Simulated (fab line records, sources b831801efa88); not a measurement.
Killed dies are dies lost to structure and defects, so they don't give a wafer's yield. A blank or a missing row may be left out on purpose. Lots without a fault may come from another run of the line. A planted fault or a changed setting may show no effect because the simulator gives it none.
One fault seen from 2 desks | flow sky130 | each desk has only its own numbers; what lay behind them comes last

THE TOOL OWNER'S DESK: rie_metal-01
The tool's own readings at SKY_METAL4_METAL_ETCH_18 (etches the open film in Cl2/BCl3, stops on SiO2, target depth 845 nm, time 183.1 s): means of the sampled wafers that have a number, for each lot that ran on this tool. A lot is out of limits, marked OUT, if its mean lies more than 4 standard deviations from the usual mean; the brackets give that distance.
Columns: A = bias_w at SKY_METAL4_METAL_ETCH_18, usual 48.53 W; B = drypump_motor_current_A at SKY_METAL4_METAL_ETCH_18, usual 5.8 A; C = oes_product_au at SKY_METAL4_METAL_ETCH_18, usual 0.863 a.u.; D = throttle_valve_pct at SKY_METAL4_METAL_ETCH_18, usual 22.264 %
lot  | first seen here | A               | B   | C     | D
L624 | day 41 07:56    | 48.49           | 6.3 | 0.866 | 22.274
L626 | day 42 08:23    | 48.34           | 5.9 | 0.864 | 22.258
L627 | day 42 11:54    | 45.28 (-22) OUT | 5.9 | 0.861 | 22.255
L629 | day 43 08:14    | 45.11 (-23) OUT | 5.4 | 0.857 | 22.262
L646 | day 47 12:08    | 48.63           | 5.9 | 0.859 | 22.271
L647 | day 48 00:17    | 48.65           | 6.3 | 0.857 | 22.266
This desk's finding: out of limits on L627, L629; first on L627, day 42 11:54 (bias_w at SKY_METAL4_METAL_ETCH_18). In limits: L624, L626, L646, L647.

THE METROLOGY DESK
What the gauges read, lot by lot, whatever tool the lot ran on: means of the sampled wafers that have a number. A lot is out of limits, marked OUT, if its mean lies more than 4 standard deviations from the usual mean; the brackets give that distance.
Columns: A = VIA2_HDPCVD_THK at SKY_VIA2_THK_MEAS_01, usual 1181 nm; B = PASSIVATION_CVD_00_THK at SKY_PASSIVATION_THK_MEAS_01, usual 89.6 nm
lot  | first seen here | A    | B
L624 | day 34 11:55    | 1171 | 88.0
L625 | day 35 04:47    | 1173 | 90.7
L626 | day 35 17:31    | 1201 | 90.1
L627 | day 35 21:39    | 1174 | 90.8
L629 | day 36 20:53    | 1158 | 90.7
L630 | day 37 12:55    | 1178 | 88.4
L636 | day 39 13:09    | 1196 | 90.3
L639 | day 39 22:58    | 1186 | 89.1
L642 | day 40 23:53    | 1201 | 88.0
L645 | day 41 12:36    | 1182 | 90.6
L646 | day 41 20:47    | 1182 | 89.5
L647 | day 42 05:17    | 1191 | 90.7
This desk's finding: nothing out of limits on any of the 12 lots.

PUT TOGETHER
The tool owner's desk could have raised an alarm at day 42 11:54, on L627, L629.
The metrology desk saw nothing out of limits.
The metrology desk has L627, L629 on record, within its limits.
Of the lots named, all ran SKY_METAL4_METAL_ETCH_18 on rie_metal-01.

WHAT THE SIMULATOR HAD PUT IN
Process parameter drift: rie_metal-01, from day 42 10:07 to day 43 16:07, at SKY_METAL4_METAL_ETCH_18. Setting bias_w, moved by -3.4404, from 48.5. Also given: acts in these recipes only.
Lots struck among those shown: L627, L629.
Hours from the fault's start to each desk's first reading out of limits: the tool owner's desk, 2.
